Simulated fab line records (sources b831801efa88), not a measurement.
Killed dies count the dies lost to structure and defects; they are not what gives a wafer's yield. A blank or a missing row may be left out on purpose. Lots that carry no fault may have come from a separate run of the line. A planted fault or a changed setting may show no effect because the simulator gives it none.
fab line records	flow gf180mcu
record: lots: 5	wafers: 15	last-day: 34
route steps=602 shown V5@566 TOP_METAL@567 PASSIVATION@587
lots with no fault: from the same line, run without faults
start-h: hours from the record's opening day to when the first of the lot's shown wafers began	wait-h: time in hours since the lot's previous step	" identical to the entry in the row above	L1.1+2: a single row standing in for several wafers	- no value present, or no start provided	* or withheld: withheld	< > ~ a bound
route shown NAME@n: a module of which the file shows steps, and the number in the route of the first	usual: the fault-free wafers' mean and standard deviation	same: alike in all rows	chamber/n: place in a boat	sites: each site's reading	_std_site: the standard deviation of these	_edge_site: outer sites' mean less inner sites'	radius-mm: for every site, how far away it sits from the centre of the wafer	mask NAME#n: copy n	behind: the last tool/chamber to shape the wafer	hold: what put the lot on hold/how long, in hours/how the hold closed	device: which transistor (n, p or np) failed to switch	end of line: at the end of the route, the tests of the same wafers	a step given without rows: its recipe and nothing more	killed: not the wafer's yield, but the dies lost to structure and defects at the first sort	map: a wafer's dies, marking killed ones x, the rest . and places with no die _
set.NAME: setting as actually run; set.NAME@STEP: the setting as run at that earlier step	model.NAME: the simulator's own value behind a step, which no gauge read
a table for each step, a row for each wafer; lots at some steps of the route
services: the hour from which a tool's chamber was out of use, counted from the record's first day as start-h (under 0 if before that day), plus the number of hours and why
== steps ==
step: GF_V5_CMP_26
recipe: stop-on: SiO2	down-force-psi: 3.5	platen-rpm: 60	t-overpolish-s: 15	target-thk-nm: 0	pad-velocity-m-s: 0.94248
usual: motor-current-A: 11.3/1.7	overpolish-run-s: 14.999/0.0096	time-to-endpoint-s: 84/3.9
lot.wafer	tool	chamber	start-h	wait-h	motor-current-A	overpolish-run-s	time-to-endpoint-s
L080.2	cmp-01	3	671.83	0.2	13.1	15.008	86
L080.1	"	2	"	"	9.8	14.990	87
L080.6	"	0	"	"	10.9	14.990	85
L088.4	cmp-02	1	732.59	0.1	8.6	14.990	82
L088.2	"	2	"	"	13.6	15.010	87
L088.6	"	0	"	"	10.1	14.999	80
L092.4	cmp-01	3	750.33	0.1	13.2	15.002	78
L092.1	"	0	"	"	10.7	15.015	83
L092.2	"	1	"	"	14.4	14.989	81
L093.1	cmp-02	0	759.37	0.1	10.7	15.015	78
L093.2	"	1	"	"	8.5	15.002	79
L093.5	"	0	"	"	10.3	15.012	80
L096.3	cmp-01	1	779.31	0.1	14.7	15.004	83
L096.2	"	2	"	"	9.3	15.003	83
L096.5	"	0	"	"	10.6	15.004	78
step: GF_TOP_METAL_SPUTTER_00
recipe: material: Ti	target-thk-nm: 37.5	arriving-ion-energy-ev: 80	substrate-temp-c: 200	chamber-pressure-pa: 2	power-w: 4000	time-s: 150
usual: substrate-temp-c: 200.00/0.15	throttle-valve-pct: 30.2/1.1
same: time-s: 150
lot.wafer	tool	chamber	start-h	wait-h	substrate-temp-c	throttle-valve-pct
L080.1	pvd-sputter-03	-	672.13	0.1	199.81	32.1
L080.2	"	-	"	"	200.01	31.1
L080.6	"	-	"	"	200.01	29.9
L088.2	pvd-sputter-01	-	732.79	0.1	199.75	31.0
L088.4	"	-	"	"	199.66	29.3
L088.6	"	-	"	"	199.84	31.3
L092.1	pvd-sputter-02	-	750.58	0.1	200.28	28.5
L092.2	"	-	"	"	199.97	30.1
L092.4	"	-	"	"	200.01	29.1
L093.1	pvd-sputter-02	-	759.67	0.2	199.98	29.2
L093.2	"	-	"	"	200.21	30.0
L093.5	"	-	"	"	200.09	30.1
L096.2	pvd-sputter-02	-	779.51	0.1	199.91	29.2
L096.3	"	-	"	"	200.02	30.3
L096.5	"	-	"	"	199.97	30.1
step: GF_TOP_METAL_SPUTTER_01
recipe: material: TiN	target-thk-nm: 30	power-w: 6500	time-s: 25	chamber-pressure-pa: 0.4
usual: throttle-valve-pct: 30.2/1.1
same: time-s: 25
lot.wafer	tool	chamber	start-h	wait-h	throttle-valve-pct
L080.1	pvd-sputter-03	-	672.23	0.1	32.6
L080.2	"	-	"	"	31.0
L080.6	"	-	"	"	30.2
L088.2	pvd-sputter-01	-	732.89	0.1	31.1
L088.4	"	-	"	"	29.5
L088.6	"	-	"	"	31.5
L092.1	pvd-sputter-02	-	750.68	0.1	28.5
L092.2	"	-	"	"	30.1
L092.4	"	-	"	"	29.6
L093.1	pvd-sputter-02	-	759.77	0.1	29.1
L093.2	"	-	"	"	30.1
L093.5	"	-	"	"	30.1
L096.2	pvd-sputter-02	-	779.61	0.1	29.1
L096.3	"	-	"	"	30.0
L096.5	"	-	"	"	29.9
step: GF_TOP_METAL_SPUTTER_02
recipe: material: AlCu	target-thk-nm: 900	power-w: 10600	chamber-pressure-pa: 0.3	substrate-temp-c: 250	gas: Ar	time-s: 47.82
usual: substrate-temp-c: 250.01/0.18	throttle-valve-pct: 30.2/1.1
same: time-s: 47.82
lot.wafer	tool	chamber	start-h	wait-h	substrate-temp-c	throttle-valve-pct
L080.1	pvd-sputter-03	-	672.26	0.0	249.79	32.5
L080.2	"	-	"	"	249.93	30.5
L080.6	"	-	"	"	249.97	30.1
L088.2	pvd-sputter-01	-	732.92	0.0	250.10	31.4
L088.4	"	-	"	"	250.19	29.4
L088.6	"	-	"	"	250.40	31.4
L092.1	pvd-sputter-02	-	750.71	0.0	249.96	28.5
L092.2	"	-	"	"	250.35	29.9
L092.4	"	-	"	"	250.17	29.1
L093.1	pvd-sputter-02	-	759.80	0.0	250.41	28.9
L093.2	"	-	"	"	249.95	30.0
L093.5	"	-	"	"	249.89	29.9
L096.2	pvd-sputter-02	-	779.64	0.0	250.19	29.1
L096.3	"	-	"	"	250.07	29.9
L096.5	"	-	"	"	249.99	30.2
step: GF_TOP_METAL_SPUTTER_03
recipe: material: Ti	target-thk-nm: 5	substrate-temp-c: 300	chamber-pressure-pa: 0.3	power-w: 3000	time-s: 3.3
usual: substrate-temp-c: 299.98/0.19	throttle-valve-pct: 30.2/1.1
same: time-s: 3.3
lot.wafer	tool	chamber	start-h	wait-h	substrate-temp-c	throttle-valve-pct
L080.1	pvd-sputter-03	-	672.31	0.0	300.00	32.5
L080.2	"	-	"	"	300.28	30.8
L080.6	"	-	"	"	299.86	29.8
L088.2	pvd-sputter-01	-	732.97	0.0	299.82	31.2
L088.4	"	-	"	"	299.98	29.4
L088.6	"	-	"	"	299.96	31.2
L092.1	pvd-sputter-02	-	750.75	0.0	299.90	28.5
L092.2	"	-	"	"	299.77	29.8
L092.4	"	-	"	"	299.71	29.0
L093.1	pvd-sputter-02	-	759.84	0.0	299.92	28.8
L093.2	"	-	"	"	299.95	29.9
L093.5	"	-	"	"	299.82	30.0
L096.2	pvd-sputter-02	-	779.68	0.0	299.95	29.1
L096.3	"	-	"	"	300.16	29.7
L096.5	"	-	"	"	300.25	29.9
step: GF_TOP_METAL_SPUTTER_04
recipe: material: TiN	target-thk-nm: 25	power-w: 6500	time-s: 20.8	chamber-pressure-pa: 0.4
usual: throttle-valve-pct: 30.2/1.1
same: time-s: 20.8
lot.wafer	tool	chamber	start-h	wait-h	throttle-valve-pct
L080.1	pvd-sputter-03	-	672.32	0.0	32.4
L080.2	"	-	"	"	30.9
L080.6	"	-	"	"	30.2
L088.2	pvd-sputter-01	-	732.98	0.0	31.4
L088.4	"	-	"	"	29.4
L088.6	"	-	"	"	31.4
L092.1	pvd-sputter-02	-	750.77	0.0	28.5
L092.2	"	-	"	"	29.9
L092.4	"	-	"	"	28.8
L093.1	pvd-sputter-02	-	759.86	0.0	29.1
L093.2	"	-	"	"	30.0
L093.5	"	-	"	"	30.0
L096.2	pvd-sputter-02	-	779.70	0.0	29.0
L096.3	"	-	"	"	29.8
L096.5	"	-	"	"	29.9
step: GF_TOP_METAL_RS_MEAS_05
recipe: thk-meas-gauge: four-point-probe	reads: TiN_of_TOP_METAL_SPUTTER_04+Ti_of_TOP_METAL_SPUTTER_03+AlCu_of_TOP_METAL_SPUTTER_02+TiN_of_TOP_METAL_SPUTTER_01+Ti_of_TOP_METAL_SPUTTER_00
usual: TOP_METAL_ALCU_RS: 0.0330/0.00034
lot.wafer	tool	chamber	start-h	wait-h	TOP_METAL_ALCU_RS[ohm/sq]
L080.1	film-metro-04	-	672.41	0.1	0.0325
L080.2	"	-	"	"	0.0329
L080.6	"	-	"	"	0.0322
L088.2	film-metro-02	-	733.03	0.0	0.0332
L088.4	"	-	"	"	0.0333
L088.6	"	-	"	"	0.0332
L092.1	film-metro-03	-	750.80	0.0	0.0334
L092.2	"	-	"	"	0.0334
L092.4	"	-	"	"	0.0334
L093.1	film-metro-02	-	759.89	0.0	0.0331
L093.2	"	-	"	"	0.0333
L093.5	"	-	"	"	0.0333
L096.2	film-metro-02	-	779.75	0.0	0.0324
L096.3	"	-	"	"	0.0328
L096.5	"	-	"	"	0.0327
step: GF_TOP_METAL_THK_MEAS_06
recipe: thk-meas-gauge: xrf	reads: AlCu_of_TOP_METAL_SPUTTER_02
usual: TOP_METAL_ALCU_THK: 899/11
lot.wafer	tool	chamber	start-h	wait-h	TOP_METAL_ALCU_THK[nm]
L080.1	film-metro-04	-	672.53	0.1	924
L080.2	"	-	"	"	908
L080.6	"	-	"	"	927
L088.2	film-metro-02	-	733.14	0.1	894
L088.4	"	-	"	"	892
L088.6	"	-	"	"	891
L092.1	film-metro-03	-	750.92	0.1	890
L092.2	"	-	"	"	882
L092.4	"	-	"	"	888
L093.1	film-metro-02	-	760.01	0.1	892
L093.2	"	-	"	"	888
L093.5	"	-	"	"	890
L096.2	film-metro-02	-	779.86	0.1	912
L096.3	"	-	"	"	895
L096.5	"	-	"	"	906
step: GF_TOP_METAL_DEHYDRATE_07
recipe: temp-c: 200	time-s: 60
usual: plate-temp-C: 200.03/0.16
same: time-s: 60
lot.wafer	tool	chamber	start-h	wait-h	plate-temp-C
L080.1	litho-track-01	0	680.84	8.3	199.80
L080.2	"	0	"	"	199.82
L080.6	"	0	"	"	200.25
L088.2	litho-track-01	0	740.31	7.2	200.05
L088.4	"	0	"	"	200.00
L088.6	"	0	"	"	200.14
L092.1	litho-track-04	0	757.66	6.7	199.97
L092.2	"	0	"	"	200.09
L092.4	"	0	"	"	200.09
L093.1	litho-track-03	0	768.28	8.3	200.13
L093.2	"	0	"	"	199.92
L093.5	"	0	"	"	200.09
L096.2	litho-track-03	0	787.81	7.9	199.82
L096.3	"	0	"	"	200.28
L096.5	"	0	"	"	199.90
step: GF_TOP_METAL_HMDS_08
recipe: prime-time-s: 60	prime-temp-c: 120
lot.wafer	tool	chamber	start-h	wait-h
L080.1+2+6	litho-track-01	0	680.99	0.1
L088.2+4+6	litho-track-01	0	740.46	0.1
L092.1+2+4	litho-track-04	0	757.81	0.1
L093.1+2+5	litho-track-03	0	768.43	0.1
L096.2+3+5	litho-track-03	0	787.96	0.1
step: GF_TOP_METAL_COAT_09
recipe: resist: NOVOLAK	spin-rpm: 3000	resist-thk-nm: 1500
usual: dispense-pressure-kPa: 46.4/1.7
lot.wafer	tool	chamber	start-h	wait-h	dispense-pressure-kPa
L080.1	litho-track-01	0	681.14	0.1	46.6
L080.2	"	0	"	"	46.6
L080.6	"	0	"	"	46.7
L088.2	litho-track-01	0	740.61	0.1	46.7
L088.4	"	0	"	"	46.6
L088.6	"	0	"	"	46.7
L092.1	litho-track-04	0	757.96	0.1	48.7
L092.2	"	0	"	"	48.7
L092.4	"	0	"	"	48.6
L093.1	litho-track-03	0	768.58	0.1	44.3
L093.2	"	0	"	"	44.3
L093.5	"	0	"	"	44.2
L096.2	litho-track-03	0	788.11	0.1	44.2
L096.3	"	0	"	"	44.3
L096.5	"	0	"	"	44.2
step: GF_TOP_METAL_SOFTBAKE_10
recipe: temp-c: 90	time-s: 60	resist: NOVOLAK
usual: plate-temp-C: 90.00/0.13
same: time-s: 60
lot.wafer	tool	chamber	start-h	wait-h	plate-temp-C
L080.1	litho-track-01	0	681.29	0.1	89.87
L080.2	"	0	"	"	89.78
L080.6	"	0	"	"	89.93
L088.2	litho-track-01	0	740.76	0.1	90.11
L088.4	"	0	"	"	90.17
L088.6	"	0	"	"	90.14
L092.1	litho-track-04	0	758.11	0.1	90.20
L092.2	"	0	"	"	90.15
L092.4	"	0	"	"	90.08
L093.1	litho-track-03	0	768.73	0.1	90.07
L093.2	"	0	"	"	89.88
L093.5	"	0	"	"	89.99
L096.2	litho-track-03	0	788.26	0.1	89.96
L096.3	"	0	"	"	90.19
L096.5	"	0	"	"	90.00
step: GF_TOP_METAL_EXPOSE_11
recipe: mask-id: MetalTop	target-cd-nm: 440	na: 0.6	source-shape: conventional	sigma-outer: 0.6	dose-mj: 170
usual: focus-offset-nm: 0.1/0.46
same: sigma-outer: 0.6
lot.wafer	tool	chamber	start-h	wait-h	mask	focus-offset-nm
L080.1	iline-stepper-02	0	-	-	MetalTop#0	0.1
L080.2	"	0	"	"	MetalTop#0	-0.6
L080.6	"	0	"	"	MetalTop#0	0.1
L088.2	iline-stepper-02	0	-	-	MetalTop#0	-1.0
L088.4	"	0	"	"	MetalTop#0	-0.8
L088.6	"	0	"	"	MetalTop#0	0.0
L092.1	iline-stepper-02	0	-	-	MetalTop#0	-0.5
L092.2	"	0	"	"	MetalTop#0	0.2
L092.4	"	0	"	"	MetalTop#0	0.9
L093.1	iline-stepper-02	0	-	-	MetalTop#0	0.9
L093.2	"	0	"	"	MetalTop#0	0.8
L093.5	"	0	"	"	MetalTop#0	0.3
L096.2	iline-stepper-02	0	-	-	MetalTop#0	0.3
L096.3	"	0	"	"	MetalTop#0	0.2
L096.5	"	0	"	"	MetalTop#0	0.7
step: GF_TOP_METAL_PEB_12
recipe: temp-c: withheld	time-s: *	resist: NOVOLAK
same: time-s: *
lot.wafer	tool	chamber	start-h	wait-h
L080.1+2+6	litho-track-03	0	-	-
L088.2+4+6	litho-track-03	0	-	-
L092.1+2+4	litho-track-03	0	-	-
L093.1+2+5	litho-track-04	0	-	-
L096.2+3+5	litho-track-04	0	-	-
step: GF_TOP_METAL_DEVELOP_13
recipe: develop-time-s: 60	dev-temp-c: 23
same: develop-time-s: 60
lot.wafer	tool	chamber	start-h	wait-h
L080.1+2+6	litho-track-03	0	690.88	0.1
L088.2+4+6	litho-track-03	0	749.81	0.1
L092.1+2+4	litho-track-03	0	766.23	0.1
L093.1+2+5	litho-track-04	0	775.56	0.1
L096.2+3+5	litho-track-04	0	794.73	0.1
step: GF_TOP_METAL_CD_MEAS_14
recipe: target-cd-nm: 440
usual: cd-nm: 439.5/1.9
lot.wafer	tool	chamber	start-h	wait-h	cd-nm
L080.1	cd-sem-02	-	691.03	0.1	439.9
L080.2	"	-	"	"	440.2
L080.6	"	-	"	"	440.4
L088.2	cd-sem-01	-	749.95	0.1	435.3
L088.4	"	-	"	"	435.8
L088.6	"	-	"	"	437.1
L092.1	cd-sem-01	-	766.38	0.1	438.0
L092.2	"	-	"	"	439.2
L092.4	"	-	"	"	436.8
L093.1	cd-sem-01	-	775.71	0.1	439.4
L093.2	"	-	"	"	439.2
L093.5	"	-	"	"	439.7
L096.2	cd-sem-01	-	794.88	0.1	440.0
L096.3	"	-	"	"	441.7
L096.5	"	-	"	"	441.1
step: GF_TOP_METAL_OVL_MEAS_15
usual: TOP_METAL_OVL: -0.8/1.4
lot.wafer	tool	chamber	start-h	wait-h	TOP_METAL_OVL[nm]
L080.1	overlay-01	-	691.15	0.1	1.9
L080.2	"	-	"	"	-0.4
L080.6	"	-	"	"	-0.2
L088.2	overlay-02	-	750.06	0.1	-0.7
L088.4	"	-	"	"	0.0
L088.6	"	-	"	"	-1.3
L092.1	overlay-02	-	766.50	0.1	-0.2
L092.2	"	-	"	"	-2.1
L092.4	"	-	"	"	-2.5
L093.1	overlay-02	-	775.83	0.1	-0.9
L093.2	"	-	"	"	-0.6
L093.5	"	-	"	"	-0.2
L096.2	overlay-02	-	794.98	0.1	-0.7
L096.3	"	-	"	"	-0.5
L096.5	"	-	"	"	-0.2
step: GF_TOP_METAL_METAL_ETCH_16
recipe: chemistry: Cl2/BCl3	mask-material: NOVOLAK	target-depth-nm: 1197	stop-on: SiO2	pressure-mtorr: 8	icp-w: 800	bias-w: 140	Cl2_flow_sccm: 80	bcl3-flow-sccm: 40	time-s: 199.5
usual: drypump-motor-current-A: 5.7/0.35	oes-product-au: 0.989/0.0054	throttle-valve-pct: 28.231/0.0099
same: time-s: 199.5
lot.wafer	tool	chamber	start-h	wait-h	drypump-motor-current-A	oes-product-au	rf-hours-counter-h	throttle-valve-pct
L080.1	rie-metal-02	0	691.19	0.0	5.8	0.994	1	28.243
L080.2	"	1	"	"	5.8	0.992	10	28.229
L080.6	"	1	"	"	5.8	0.989	-	28.232
L088.2	rie-metal-01	1	750.09	0.0	5.2	0.988	7	28.224
L088.4	"	1	"	"	5.3	0.992	-	28.254
L088.6	"	0	"	"	5.7	0.992	-	28.210
L092.1	rie-metal-04	0	766.54	0.0	6.3	0.998	2	28.219
L092.2	"	1	"	"	5.4	0.981	9	28.217
L092.4	"	0	"	"	6.3	0.992	-	28.224
L093.1	rie-metal-01	1	775.86	0.0	5.2	0.991	9	28.221
L093.2	"	0	"	"	5.7	0.994	10	28.224
L093.5	"	1	"	"	5.3	0.981	-	28.231
L096.2	rie-metal-04	0	795.01	0.0	6.3	0.979	4	28.245
L096.3	"	0	"	"	6.3	0.992	-	28.229
L096.5	"	1	"	"	5.4	0.990	-	28.218
step: GF_TOP_METAL_STRIP_17
recipe: chemistry: O2/N2	power-w: 1400	pressure-mtorr: 1500	platen-temp-c: 250	o2-flow-sccm: 3000	n2-flow-sccm: 300	overash-fraction: 0.5
usual: drypump-motor-current-A: 6.1/0.51	heater-power-w: 328/15	oes-product-au: 0.711/0.0046	platen-temp-c: 250.03/0.17	strip-time-to-endpoint-s: 12.92/0.073
lot.wafer	tool	chamber	start-h	wait-h	drypump-motor-current-A	heater-power-w	oes-product-au	platen-temp-c	rf-hours-counter-h	strip-time-to-endpoint-s
L080.1	plasma-asher-03	1	691.38	0.1	6.5	337	0.711	250.03	93	12.83
L080.2	"	0	"	"	5.3	313	0.709	249.99	93	12.89
L080.6	"	1	"	"	6.4	343	0.715	249.73	-	12.84
L088.2	plasma-asher-02	0	750.28	0.1	6.7	311	0.710	249.77	65	12.95
L088.4	"	1	"	"	6.3	364	0.713	250.07	-	13.02
L088.6	"	1	"	"	6.3	364	0.715	249.96	-	12.90
L092.1	plasma-asher-03	1	766.73	0.1	6.5	328	0.714	250.18	102	12.89
L092.2	"	0	"	"	5.3	320	0.716	249.63	102	12.97
L092.4	"	0	"	"	5.3	316	0.705	249.78	-	12.92
L093.1	plasma-asher-01	1	776.06	0.1	5.6	322	0.708	249.86	36	12.90
L093.2	"	0	"	"	6.4	321	0.720	250.24	36	12.79
L093.5	"	0	"	"	6.4	319	0.710	250.05	-	12.89
L096.2	plasma-asher-01	1	795.21	0.1	5.5	321	0.709	249.92	39	12.90
L096.3	"	0	"	"	6.4	321	0.707	250.33	-	12.92
L096.5	"	0	"	"	6.3	318	0.699	250.35	-	12.93
step: GF_TOP_METAL_STRIP_18
recipe: chemistry: post-etch-residue-remover	time-s: 1200	temp-c: 72.5
same: time-s: 1200
lot.wafer	tool	chamber	start-h	wait-h
L080.1+2+6	wet-bench-03	1	691.48	0.1
L088.2+4+6	wet-bench-02	3	750.38	0.1
L092.1+2+4	wet-bench-01	2	766.83	0.1
L093.1+2+5	wet-bench-03	3	776.23	0.1
L096.2+3+5	wet-bench-02	3	795.31	0.1
step: GF_TOP_METAL_CLEAN_19
recipe: chemistry: DIW	dry: n2-spin
lot.wafer	tool	chamber	start-h	wait-h
L080.1+2+6	wet-bench-03	0	691.85	0.0
L088.2+4+6	wet-bench-01	3	750.72	0.0
L092.1+2+4	wet-bench-02	1	767.20	0.0
L093.1+2+5	wet-bench-01	3	776.57	0.0
L096.2+3+5	wet-bench-03	1	795.65	0.0
step: GF_PASSIVATION_CVD_00
recipe: material: SiO2	target-thk-nm: 1000	precursor: TEOS	temp-c: 400	time-s: 111.95	rf-w: 600
usual: heater-power-w: 588/100
same: time-s: 111.95
lot.wafer	tool	chamber	start-h	wait-h	heater-power-w
L080.1	pecvd-01	2	691.95	0.0	666
L080.2	"	0	"	"	500
L080.6	"	2	"	"	535
L088.2	pecvd-01	1	750.81	0.0	641
L088.4	"	2	"	"	516
L088.6	"	1	"	"	709
L092.1	pecvd-01	2	767.29	0.0	629
L092.2	"	0	"	"	549
L092.4	"	0	"	"	562
L093.1	pecvd-04	0	776.67	0.0	847
L093.2	"	1	"	"	672
L093.5	"	0	"	"	729
L096.2	pecvd-01	2	795.75	0.0	546
L096.3	"	0	"	"	463
L096.5	"	0	"	"	523
step: GF_PASSIVATION_THK_MEAS_01
recipe: reads: SiO2_of_PASSIVATION_CVD_00
usual: PASSIVATION_CVD_00_THK: 1002/13
lot.wafer	tool	chamber	start-h	wait-h	PASSIVATION_CVD_00_THK[nm]
L080.1	film-metro-04	-	692.03	0.0	1011
L080.2	"	-	"	"	982
L080.6	"	-	"	"	1019
L088.2	film-metro-02	-	750.90	0.0	1004
L088.4	"	-	"	"	1011
L088.6	"	-	"	"	1013
L092.1	film-metro-01	-	767.37	0.0	1007
L092.2	"	-	"	"	1000
L092.4	"	-	"	"	1011
L093.1	film-metro-02	-	776.75	0.0	987
L093.2	"	-	"	"	976
L093.5	"	-	"	"	999
L096.2	film-metro-02	-	795.84	0.0	982
L096.3	"	-	"	"	983
L096.5	"	-	"	"	1001
step: GF_PASSIVATION_CVD_02
recipe: material: Si3N4	target-thk-nm: 700	time-s: 486.18	temp-c: 400	rf-w: 450
usual: heater-power-w: 659/120
same: time-s: 486.18
lot.wafer	tool	chamber	start-h	wait-h	heater-power-w
L080.1	pecvd-04	2	692.09	0.1	574
L080.2	"	0	"	"	940
L080.6	"	1	"	"	700
L088.2	pecvd-02	0	750.95	0.0	686
L088.4	"	2	"	"	686
L088.6	"	0	"	"	700
L092.1	pecvd-04	2	767.43	0.1	655
L092.2	"	1	"	"	753
L092.4	"	0	"	"	936
L093.1	pecvd-01	1	776.81	0.1	695
L093.2	"	2	"	"	623
L093.5	"	2	"	"	667
L096.2	pecvd-02	2	795.89	0.0	685
L096.3	"	0	"	"	600
L096.5	"	2	"	"	563
step: GF_PASSIVATION_THK_MEAS_03
recipe: reads: Si3N4_of_PASSIVATION_CVD_02
usual: PASSIVATION_CVD_02_THK: 697/8.4
lot.wafer	tool	chamber	start-h	wait-h	PASSIVATION_CVD_02_THK[nm]
L080.1	film-metro-04	-	692.38	0.1	683
L080.2	"	-	"	"	688
L080.6	"	-	"	"	694
L088.2	film-metro-01	-	751.25	0.2	703
L088.4	"	-	"	"	703
L088.6	"	-	"	"	709
L092.1	film-metro-02	-	767.72	0.1	693
L092.2	"	-	"	"	693
L092.4	"	-	"	"	694
L093.1	film-metro-02	-	777.09	0.1	684
L093.2	"	-	"	"	685
L093.5	"	-	"	"	709
L096.2	film-metro-04	-	796.18	0.2	687
L096.3	"	-	"	"	693
L096.5	"	-	"	"	701
== services ==
tool	chamber	start-h	hours	kind
cmp-02	-	648.50	1.3	repair
pvd-sputter-01	-	652.05	24.1	repair
cmp-02	-	666.23	5.1	repair
pecvd-02	2	667.72	2.4	repair
pecvd-01	-	673.21	0.8	repair
cmp-02	-	685.59	1.4	repair
cmp-01	-	695.46	4.9	pm
rie-metal-01	-	706.82	1.0	repair
pecvd-04	2	718.42	20.5	repair
pecvd-04	-	720.84	28.1	pm
cmp-02	-	725.93	0.3	repair
cmp-01	-	734.23	1.1	repair
cmp-02	-	737.98	0.9	repair
cmp-02	-	744.00	4.0	pm
pvd-sputter-03	-	747.67	7.3	repair
pvd-sputter-01	-	750.26	4.6	repair
wet-bench-01	-	753.06	12.2	repair
pecvd-04	-	754.66	0.9	repair
pecvd-04	2	759.02	6.4	repair
pecvd-02	1	763.38	21.7	repair
plasma-asher-03	-	771.65	0.8	repair
pecvd-04	-	780.38	0.6	repair
iline-stepper-02	-	786.24	1.7	pm
pvd-sputter-03	-	789.65	1.3	repair
== key ==
fault none
